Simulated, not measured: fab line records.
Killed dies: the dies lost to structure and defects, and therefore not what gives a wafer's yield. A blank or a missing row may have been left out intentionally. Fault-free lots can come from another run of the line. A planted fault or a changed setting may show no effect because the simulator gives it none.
Lot-split experiment + flow sfq-line + on a route of 325 steps: 5 lots, 23 wafers read

## THE SPLIT ITSELF
At SFQ_TRILAYER_M8_DEP_EVAP_196 (material Au, target thk 180 nm, time 900 s), the setting time-s was moved away from the recipe's 900 s on 7 of the 23 wafers read, by +8.1% to +9.6%. For the rest of the wafers, this setting stayed at what the recipe calls for.

## SPLIT TO READING: what lies between them in the file, 1 step
- SFQ_M8_RS_MEAS_949: measures by four-point-probe

## THE READING
M8_AU_THK, in nm, at SFQ_M8_THK_MEAS_950 (measures by xrf). A value of 181.2 nm with a standard deviation of 2.1 nm is what fault-free wafers of this fab line usually give.

| wafer  | tool, chamber at the split | time-s as run, s | against the recipe | M8_AU_THK, nm | against lot-mates on the recipe |
|--------|----------------------------|------------------|--------------------|---------------|---------------------------------|
| L074.4 | pvd-sputter-02, -          | 900              | recipe             | 182.8         | -                               |
| L074.5 | pvd-sputter-02, -          | 900              | recipe             | 181.9         | -                               |
| L074.6 | pvd-sputter-02, -          | 900              | recipe             | 182.1         | -                               |
| L076.1 | pvd-sputter-02, -          | 900              | recipe             | 183.2         | -                               |
| L076.2 | pvd-sputter-02, -          | 900              | recipe             | 184.5         | -                               |
| L076.3 | pvd-sputter-02, -          | 900              | recipe             | 185.2         | -                               |
| L076.4 | pvd-sputter-02, -          | 900              | recipe             | 183.6         | -                               |
| L076.6 | pvd-sputter-02, -          | 900              | recipe             | 185.1         | -                               |
| L080.1 | pvd-sputter-02, -          | 900              | recipe             | 181.4         | -                               |
| L080.2 | pvd-sputter-02, -          | 900              | recipe             | 179.9         | -                               |
| L080.4 | pvd-sputter-02, -          | 900              | recipe             | 180.9         | -                               |
| L080.5 | pvd-sputter-02, -          | 973.7            | +8.2%              | 194.6         | +13.9                           |
| L080.6 | pvd-sputter-02, -          | 973.7            | +8.2%              | 196.7         | +16.0                           |
| L084.2 | pvd-sputter-02, -          | 900              | recipe             | 182.6         | -                               |
| L084.3 | pvd-sputter-02, -          | 900              | recipe             | 180.1         | -                               |
| L084.4 | pvd-sputter-02, -          | 900              | recipe             | 182.6         | -                               |
| L084.5 | pvd-sputter-02, -          | 986              | +9.6%              | 199.8         | +18.0                           |
| L084.6 | pvd-sputter-02, -          | 986              | +9.6%              | 199.2         | +17.4                           |
| L085.1 | pvd-sputter-01, -          | 900              | recipe             | 180.3         | -                               |
| L085.2 | pvd-sputter-01, -          | 972.7            | +8.1%              | 196.3         | +15.9                           |
| L085.3 | pvd-sputter-01, -          | 972.7            | +8.1%              | 195.2         | +14.8                           |
| L085.5 | pvd-sputter-01, -          | 972.7            | +8.1%              | 194.6         | +14.2                           |
| L085.6 | pvd-sputter-01, -          | 900              | recipe             | 180.6         | -                               |

FIT RESULTS
A straight line over all 23 wafers: M8_AU_THK changes by +1.69 nm for each +1% of time-s; r = +0.98; the points scatter about the line by 1.6 nm.
The same after taking each lot's own level away (the mean of its wafers on the recipe; 23 wafers): +1.84 nm for each +1%; r = +0.99; scatter 0.79 nm.
That fit puts the effect of the largest move of time-s on the reading at 18 nm.
The span of the lots' own levels, 180.45 to 184.32 nm, comes to 1.8 times the standard deviation stated above.
Hence the lot-to-lot level has little effect on the slope; both slopes agree.
Check: with one of the wafers moved furthest among these (+9.6%) left out of the fit, the line predicts +17.5 nm for it against its lot-mates. Against them it came out at +18 nm.

## THE OTHER SPLITS THESE WAFERS WENT THROUGH
Other splits were also applied to these wafers ahead of the reading. Each is held against what the fit with the lots' levels taken away leaves over:
| other split on the same wafers                   | wafers away from the commonest value | r with M8_AU_THK (lot level and that fit taken away) |
|--------------------------------------------------|--------------------------------------|------------------------------------------------------|
| SFQ_TRILAYER_I7_VIA_LITHO_COAT_192 resist-thk-nm | 10                                   | +0.02                                                |
| SFQ_TRILAYER_M8_LITHO_COAT_193 spin-rpm          | 10                                   | -0.03                                                |

## THE WHOLE CHAIN: every reading that the file lists as answering this split, in the file's order
| step                         | what it does                               | reading                                                                                | change (the file's fit)              | r (the file's) |
|------------------------------|--------------------------------------------|----------------------------------------------------------------------------------------|--------------------------------------|----------------|
| SFQ_TRILAYER_M8_DEP_EVAP_196 | material Au, target thk 180 nm, time 900 s | Au_of_TRILAYER_M8_DEP_EVAP_196.thk-nm (the simulator's own value, which no gauge read) | +1.92 nm for each +1% of the setting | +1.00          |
| SFQ_M8_RS_MEAS_949           | measures by four-point-probe               | M8_AU_RS                                                                               | -0.00151 for each +1% of the setting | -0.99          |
| SFQ_M8_THK_MEAS_950          | measures by xrf                            | M8_AU_THK                                                                              | +1.85 for each +1% of the setting    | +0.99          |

## THE FILE'S OWN FIT
M8_AU_THK changes by +1.85 nm for each +1% of time-s, r = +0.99.
